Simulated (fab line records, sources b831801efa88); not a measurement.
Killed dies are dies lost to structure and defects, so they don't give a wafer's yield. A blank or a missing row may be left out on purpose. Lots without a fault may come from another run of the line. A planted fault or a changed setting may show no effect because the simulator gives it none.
fab line records | flow sky130
record lots=5 wafers=15 last_day=50
route steps=708 shown LDD_N@245 LDD_P@255 PAD_OPEN@708
lots that met no fault: from a run of the same line without faults
start_h: hours from the record's first day to the start of the lot's first wafer shown | wait_h: hours since the lot's step before | " the same as in the row above | L1.1+2: a row that stands for several wafers | - no value, or no start given | * or withheld: withheld | < > ~ a bound
route shown NAME@n: a module of which the file shows steps, and the number in the route of the first | usual: mean/standard deviation of fault-free wafers | same: alike in all rows | chamber/n: place in a boat | sites: the reading at each site | _std_site: their standard deviation | _edge_site: outer sites' mean less inner sites' | radius_mm: how far each site lies from the wafer's centre | mask NAME#n: copy n | behind: the tool/chamber that last shaped the wafer | hold: why the lot was held/for how many hours/how that ended | device: the transistor (n, p or np) that didn't switch | end of line: the same wafers' tests at the end of the route | a step without rows: its recipe alone | killed: dies lost to structure and defects at the first sort, not the wafer's yield | map: a wafer's dies, x killed, . not, _ none there
set.NAME: the setting as run; set.NAME@STEP: as run at that earlier step | model.NAME: the simulator's own value behind a step, which no gauge read
lots at some steps of the route; a table a step, a row a wafer
services: from which hour (start_h, from the record's first day; less than 0 if before it) a tool's chamber was out of use, for how many hours, and why
## steps
# step SKY_LDD_N_IMPLANT_08
# recipe species=As energy_kev=20 dose_cm2=7.5e+13 tilt_deg=withheld rotation_deg=23
# step SKY_LDD_N_IMPLANT_09
# recipe species=As energy_kev=20 dose_cm2=7.5e+13 tilt_deg=withheld rotation_deg=113
# step SKY_LDD_N_IMPLANT_10
# recipe species=As energy_kev=20 dose_cm2=7.5e+13 tilt_deg=withheld rotation_deg=203
# step SKY_LDD_N_IMPLANT_11
# recipe species=As energy_kev=20 dose_cm2=7.5e+13 tilt_deg=withheld rotation_deg=293
# step SKY_LDD_N_IMPLANT_12
# recipe species=BF2 energy_kev=50 dose_cm2=5e+12 tilt_deg=30 rotation_deg=0
# step SKY_LDD_N_IMPLANT_13
# recipe species=BF2 energy_kev=50 dose_cm2=5e+12 tilt_deg=30 rotation_deg=90
# step SKY_LDD_N_IMPLANT_14
# recipe species=BF2 energy_kev=50 dose_cm2=5e+12 tilt_deg=30 rotation_deg=180
# step SKY_LDD_N_IMPLANT_15
# recipe species=BF2 energy_kev=50 dose_cm2=5e+12 tilt_deg=30 rotation_deg=270
# step SKY_LDD_N_STRIP_16
# recipe chemistry=O2/N2 power_w=1400 pressure_mtorr=1500 platen_temp_c=withheld o2_flow_sccm=3000 n2_flow_sccm=300 overash_fraction=0.5
# usual drypump_motor_current_A=5.6/0.5 n2_flow_sccm=299.9/0.86 oes_product_au=0.406/0.0052 strip_time_to_endpoint_s=4.311/0.019
# columns lot.wafer tool chamber start_h wait_h drypump_motor_current_A n2_flow_sccm oes_product_au rf_hours_counter_h strip_time_to_endpoint_s
L546.2 plasma_asher-02 1 499.25 0.1 5.9 299.2 0.412 37 4.323
L546.4 " 0 " " 4.7 300.2 0.407 - 4.312
L546.5 " 1 " " 5.9 299.4 0.408 - 4.291
L550.1 plasma_asher-04 1 519.09 0.2 6.0 299.5 0.411 87 4.265
L550.2 " 0 " " 5.2 298.8 0.407 87 4.290
L550.4 " 0 " " 5.2 300.3 0.401 - 4.288
L556.1 plasma_asher-04 0 569.38 0.1 5.2 301.6 0.399 93 4.321
L556.2 " 1 " " 6.0 299.7 0.410 93 4.348
L556.5 " 0 " " 5.2 300.3 0.402 - 4.340
L559.1 plasma_asher-04 1 578.04 0.1 6.0 299.9 0.412 94 4.312
L559.3 " 1 " " 6.0 300.0 0.405 - 4.307
L559.6 " 0 " " 5.2 302.1 0.404 - 4.305
L562.3 plasma_asher-02 1 602.26 0.1 5.9 300.8 0.401 - 4.295
L562.4 " 0 " " 4.8 299.0 0.404 - 4.315
L562.5 " 0 " " 4.7 299.4 0.404 - 4.306
# step SKY_LDD_N_TW_MEAS_17
# usual LDD_N_TW=2596/18
# columns lot.wafer tool chamber start_h wait_h LDD_N_TW
L546.2 film_metro-04 - 499.36 0.1 2594
L546.4 " - " " 2602
L546.5 " - " " 2598
L550.1 film_metro-04 - 519.19 0.1 2622
L550.2 " - " " 2622
L550.4 " - " " 2606
L556.1 film_metro-01 - 569.48 0.1 2598
L556.2 " - " " 2594
L556.5 " - " " 2594
L559.1 film_metro-01 - 578.14 0.1 2598
L559.3 " - " " 2595
L559.6 " - " " 2590
L562.3 film_metro-03 - 602.35 0.1 2566
L562.4 " - " " 2568
L562.5 " - " " 2573
# step SKY_LDD_P_DEHYDRATE_00
# recipe temp_c=200 time_s=60
# step SKY_LDD_P_HMDS_01
# recipe prime_time_s=60 prime_temp_c=120
# step SKY_LDD_P_COAT_02
# recipe resist=NOVOLAK spin_rpm=3000 resist_thk_nm=1140
# columns lot.wafer tool chamber start_h wait_h model.NOVOLAK_of_LDD_P_COAT_02.thk_nm
L546.2 litho_track-03 0 514.07 0.1 1135
L546.4 " 0 " " 1137
L546.5 " 0 " " 1140
L550.1 litho_track-03 0 534.84 0.1 1137
L550.2 " 0 " " 1139
L550.4 " 0 " " 1210
L556.1 litho_track-01 0 583.55 0.1 1144
L556.2 " 0 " " 1138
L556.5 " 0 " " 1140
L559.1 litho_track-04 0 592.74 0.1 1147
L559.3+6 " 0 " " 1150
L562.3 litho_track-01 0 616.35 0.1 1139
L562.4+5 " 0 " " 1138
# step SKY_LDD_P_SOFTBAKE_03
# recipe temp_c=90 time_s=60 resist=NOVOLAK
# step SKY_LDD_P_EXPOSE_04
# recipe mask_id=PSDM na=0.6 source_shape=conventional sigma_outer=0.6 polarization=unpolarized target_cd_nm=380 dose_mj=138
# step SKY_LDD_P_PEB_05
# recipe temp_c=withheld time_s=* resist=NOVOLAK
# step SKY_LDD_P_DEVELOP_06
# recipe resist=NOVOLAK developer=TMAH develop_time_s=60 dev_temp_c=23
# columns lot.wafer tool chamber start_h wait_h model.NOVOLAK_of_LDD_P_COAT_02.thk_nm
L546.2 litho_track-04 0 529.42 0.1 1134
L546.4 " 0 " " 1137
L546.5 " 0 " " 1139
L550.1 litho_track-03 0 549.34 0.1 1136
L550.2 " 0 " " 1139
L550.4 " 0 " " 1209
L556.1 litho_track-04 0 598.19 0.1 1143
L556.2 " 0 " " 1137
L556.5 " 0 " " 1140
L559.1 litho_track-04 0 607.29 0.1 1146
L559.3+6 " 0 " " 1150
L562.3 litho_track-04 0 631.04 0.1 1139
L562.4 " 0 " " 1138
L562.5 " 0 " " 1137
# step SKY_LDD_P_CD_MEAS_07
# recipe target_cd_nm=380
# usual cd_nm=380.3/2.1
# columns lot.wafer tool chamber start_h wait_h cd_nm
L546.2 cd_sem-02 - 529.56 0.1 381.5
L546.4 " - " " 381.6
L546.5 " - " " 380.4
L550.1 cd_sem-01 - 549.49 0.1 380.9
L550.2 " - " " 380.6
L550.4 " - " " 374.5
L556.1 cd_sem-02 - 598.34 0.1 379.4
L556.2 " - " " 380.6
L556.5 " - " " 380.3
L559.1 cd_sem-01 - 607.44 0.1 379.1
L559.3 " - " " 377.6
L559.6 " - " " 377.3
L562.3 cd_sem-02 - 631.21 0.1 382.4
L562.4 " - " " 383.3
L562.5 " - " " 380.8
# step SKY_LDD_P_OVL_MEAS_08
# usual LDD_P_OVL=0.0/1.4
# columns lot.wafer tool chamber start_h wait_h LDD_P_OVL[nm]
L546.2 overlay-01 - 529.67 0.1 0.7
L546.4 " - " " -0.3
L546.5 " - " " 0.9
L550.1 overlay-01 - 549.61 0.1 -1.4
L550.2 " - " " -0.3
L550.4 " - " " -1.4
L556.1 overlay-01 - 598.46 0.1 -1.6
L556.2 " - " " -3.1
L556.5 " - " " -1.0
L559.1 overlay-01 - 607.59 0.1 0.1
L559.3 " - " " 1.4
L559.6 " - " " -3.5
L562.3 overlay-02 - 631.30 0.1 0.6
L562.4 " - " " 1.1
L562.5 " - " " -0.3
# step SKY_LDD_P_IMPLANT_09
# recipe species=BF2 energy_kev=25 dose_cm2=1e+13 tilt_deg=withheld
# step SKY_LDD_P_STRIP_10
# recipe chemistry=O2/N2 power_w=1400 pressure_mtorr=1500 platen_temp_c=withheld o2_flow_sccm=3000 n2_flow_sccm=300 overash_fraction=0.5
# usual drypump_motor_current_A=5.7/0.5 n2_flow_sccm=300.0/0.95 oes_product_au=0.715/0.0048 strip_time_to_endpoint_s=14.16/0.044
# columns lot.wafer tool chamber start_h wait_h drypump_motor_current_A n2_flow_sccm oes_product_au rf_hours_counter_h strip_time_to_endpoint_s
L546.2 plasma_asher-03 1 529.85 0.1 5.6 298.9 0.717 73 14.11
L546.4 " 1 " " 5.6 298.8 0.717 - 14.15
L546.5 " 0 " " 6.1 300.2 0.718 - 14.16
L550.1 plasma_asher-02 1 549.80 0.1 5.9 300.7 0.711 41 14.14
L550.2 " 0 " " 4.7 299.5 0.711 41 14.17
L550.4 " 1 " " 5.9 300.4 0.715 - 14.97
L556.1 plasma_asher-01 0 598.65 0.1 5.2 300.8 0.715 13 14.22
L556.2 " 1 " " 6.2 300.0 0.719 13 14.14
L556.5 " 0 " " 5.2 300.3 0.716 - 14.17
L559.1 plasma_asher-03 1 607.78 0.1 5.6 298.6 0.715 81 14.25
L559.3 " 0 " " 6.1 299.9 0.717 - 14.30
L559.6 " 1 " " 5.6 300.1 0.715 - 14.28
L562.3 plasma_asher-03 0 631.51 0.1 6.2 300.0 0.724 - 14.16
L562.4 " 1 " " 5.6 300.7 0.709 - 14.15
L562.5 " 1 " " 5.6 300.0 0.704 - 14.15
# step SKY_LDD_P_TW_MEAS_11
# usual LDD_P_TW=636/4.7
# columns lot.wafer tool chamber start_h wait_h LDD_P_TW
L546.2 film_metro-04 - 529.96 0.1 641
L546.4 " - " " 638
L546.5 " - " " 639
L550.1 film_metro-03 - 549.90 0.1 630
L550.2 " - " " 630
L550.4 " - " " 631
L556.1 film_metro-03 - 598.75 0.1 633
L556.2 " - " " 633
L556.5 " - " " 633
L559.1 film_metro-02 - 607.88 0.1 636
L559.3 " - " " 632
L559.6 " - " " 635
L562.3 film_metro-04 - 631.60 0.1 640
L562.4 " - " " 639
L562.5 " - " " 640
# step SKY_PAD_OPEN_PROBE_99
# usual killed_at_M0_to_M3=44/6.9 killed_at_M4_up=3.3/1.7 killed_at_contacts=24/5.5 killed_at_front_end=16/4.5 killed_at_other=0.2/0.46 killed_dies=87/9.1 killed_on_rim=17/3.6 killed_open=48/7.3 killed_short=39/6.2
# same gross_dies=492 killed_at_back_side=0
# columns lot.wafer tool chamber start_h wait_h killed_at_M0_to_M3 killed_at_M4_up killed_at_contacts killed_at_front_end killed_at_other killed_dies killed_on_rim killed_open killed_short
L546.2 prober-01 - 1140.21 0.1 32 3 22 17 1 75 13 40 35
L546.4 prober-01 - 1140.31 0.2 39 4 19 7 0 69 13 39 30
L546.5 prober-01 - 1140.36 0.2 43 7 14 18 0 82 15 41 41
L550.1 prober-01 - 1166.83 0.1 46 7 19 19 0 91 22 47 44
L550.2 prober-01 - 1166.88 0.1 34 9 28 16 0 87 16 50 37
L550.4 prober-01 - 1166.98 0.2 35 3 28 11 1 78 17 44 34
L556.1 prober-02 - 1179.41 0.1 46 4 29 14 1 94 18 53 41
L556.2 prober-02 - 1179.46 0.1 51 2 24 12 1 90 21 53 37
L556.5 prober-02 - 1179.61 0.2 53 4 15 6 1 79 15 49 30
L559.1 prober-01 - 1186.37 0.1 46 4 16 17 0 83 19 46 37
L559.3 prober-01 - 1186.47 0.2 37 4 30 19 0 90 13 48 39
L559.6 prober-01 - 1186.62 0.2 37 3 30 24 1 95 17 53 42
L562.3 prober-02 - 1200.12 0.2 48 3 25 7 0 83 13 43 40
L562.4 prober-02 - 1200.17 0.2 49 3 23 13 0 88 17 47 41
L562.5 prober-02 - 1200.22 0.2 46 3 15 13 0 77 12 38 39
# killed by level:class
L546.2 LI_CONTACT:geometric_particle:open=6 CONTACT:geometric_particle:short=5 CONTACT:geometric_particle:open=5 VIA2:geometric_particle:open=5 FIELD_ISO:geometric_particle:open=4 LOCAL_INTERCONNECT:geometric_particle:short=4 METAL1:geometric_particle:short=4 VIA3:geometric_particle:open=4
L546.4 VIA2:geometric_particle:open=11 METAL2:geometric_particle:short=6 VIA1:geometric_particle:open=6 VIA3:geometric_particle:open=6 LI_CONTACT:geometric_particle:open=5 LOCAL_INTERCONNECT:geometric_particle:short=5 CONTACT:geometric_particle:open=5 METAL3:geometric_particle:short=4
L546.5 METAL1:geometric_particle:short=9 POLY_GATE:geometric_particle:open=7 VIA1:geometric_particle:open=7 VIA2:geometric_particle:open=6 METAL2:geometric_particle:short=5 FIELD_ISO:geometric_particle:short=4 LI_CONTACT:geometric_particle:open=4 CONTACT:geometric_particle:open=4
L550.1 VIA3:geometric_particle:open=10 VIA1:geometric_particle:open=8 METAL4:geometric_particle:short=7 CONTACT:geometric_particle:open=6 METAL1:geometric_particle:short=5 FIELD_ISO:geometric_particle:open=4 POLY_GATE:geometric_particle:open=4 LI_CONTACT:geometric_particle:open=4
L550.2 LI_CONTACT:geometric_particle:open=11 CONTACT:geometric_particle:open=9 VIA1:geometric_particle:open=7 METAL4:geometric_particle:short=6 POLY_GATE:geometric_particle:short=5 VIA3:geometric_particle:open=5 METAL2:geometric_particle:short=5 FIELD_ISO:geometric_particle:open=4
L550.4 VIA1:geometric_particle:open=10 CONTACT:geometric_particle:short=8 CONTACT:geometric_particle:open=7 VIA2:geometric_particle:open=7 LOCAL_INTERCONNECT:geometric_particle:short=5 LI_CONTACT:geometric_particle:open=5 VIA3:geometric_particle:open=4 FIELD_ISO:geometric_particle:short=3
L556.1 VIA1:geometric_particle:open=11 CONTACT:geometric_particle:open=9 LI_CONTACT:geometric_particle:open=8 VIA2:geometric_particle:open=8 METAL1:geometric_particle:short=7 CONTACT:geometric_particle:short=6 VIA3:geometric_particle:open=6 POLY_GATE:geometric_particle:open=5
L556.2 VIA2:geometric_particle:open=12 CONTACT:geometric_particle:open=11 METAL1:geometric_particle:short=8 VIA3:geometric_particle:open=8 VIA1:geometric_particle:open=7 FIELD_ISO:geometric_particle:short=4 LOCAL_INTERCONNECT:geometric_particle:short=4 VIA1:geometric_particle:short=4
L556.5 VIA3:geometric_particle:open=13 VIA1:geometric_particle:open=12 CONTACT:geometric_particle:open=9 METAL2:geometric_particle:short=6 VIA1:geometric_particle:short=5 VIA2:geometric_particle:open=5 METAL1:geometric_particle:short=3 VIA2:geometric_particle:short=3
L559.1 VIA1:geometric_particle:open=14 POLY_GATE:geometric_particle:open=7 METAL1:geometric_particle:short=7 CONTACT:geometric_particle:open=6 METAL2:geometric_particle:short=6 FIELD_ISO:geometric_particle:open=5 VIA1:geometric_particle:short=4 VIA2:geometric_particle:open=4
L559.3 CONTACT:geometric_particle:open=11 LI_CONTACT:geometric_particle:open=9 VIA1:geometric_particle:open=8 POLY_GATE:geometric_particle:short=7 VIA1:geometric_particle:short=5 CONTACT:geometric_particle:short=5 VIA3:geometric_particle:open=5 VIA3:geometric_particle:short=5
L559.6 CONTACT:geometric_particle:open=16 VIA1:geometric_particle:open=12 POLY_GATE:geometric_particle:short=11 LI_CONTACT:geometric_particle:open=5 POLY_GATE:geometric_particle:open=4 CONTACT:geometric_particle:short=4 VIA3:geometric_particle:open=4 METAL2:geometric_particle:short=4
L562.3 VIA1:geometric_particle:open=12 VIA2:geometric_particle:open=8 VIA3:geometric_particle:open=7 LOCAL_INTERCONNECT:geometric_particle:short=7 CONTACT:geometric_particle:short=6 LI_CONTACT:geometric_particle:open=5 METAL3:geometric_particle:short=5 VIA1:geometric_particle:short=4
L562.4 METAL1:geometric_particle:short=8 VIA1:geometric_particle:open=8 CONTACT:geometric_particle:open=7 VIA2:geometric_particle:open=7 VIA3:geometric_particle:open=7 LOCAL_INTERCONNECT:geometric_particle:short=6 VIA1:geometric_particle:short=5 POLY_GATE:geometric_particle:open=4
L562.5 VIA1:geometric_particle:open=10 VIA3:geometric_particle:open=8 CONTACT:geometric_particle:open=7 VIA3:geometric_particle:short=7 VIA1:geometric_particle:short=6 POLY_GATE:geometric_particle:short=5 METAL2:geometric_particle:short=3 METAL4:geometric_particle:short=3
## services
# columns tool chamber start_h hours kind
plasma_asher-01 - 477.49 2.8 pm
plasma_asher-01 - 510.01 28.1 pm
plasma_asher-02 - 512.90 14.6 pm
plasma_asher-02 - 572.46 1.9 repair
plasma_asher-03 - 598.28 5.3 repair
plasma_asher-02 - 608.76 2.2 repair
## key
first_sign step=SKY_LDD_P_STRIP_10 reading=strip_time_to_endpoint_s direction=up sigmas=18 usual=* struck=*
effect none on later readings
model_effect step=SKY_LDD_P_COAT_02 value=NOVOLAK_of_LDD_P_COAT_02.thk_nm without=1134 struck=1210
model_effect step=SKY_LDD_P_DEVELOP_06 value=NOVOLAK_of_LDD_P_COAT_02.thk_nm without=1133 struck=1209
met_at SKY_LDD_P_COAT_02
struck_wafers L550.4
tester_left_out L550
onset_between 514.07 534.84
fault kind=process_parameter_drift tool=litho_track-03 chamber=- onset_h=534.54 steps=SKY_LDD_P_COAT_02 channel=resist_thk_nm offset=76.369 shape=step end_h=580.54 scope=struck_wafers_only acts_in=these_recipes_only stated=1140
# tester_left_out: of these lots the tester's yield and bins aren't shown, on N5 and GAA mostly nor the transistor test; their killed dies are dies lost to structure and defects alone, not to doping, threshold or leakage, so they don't give the yield
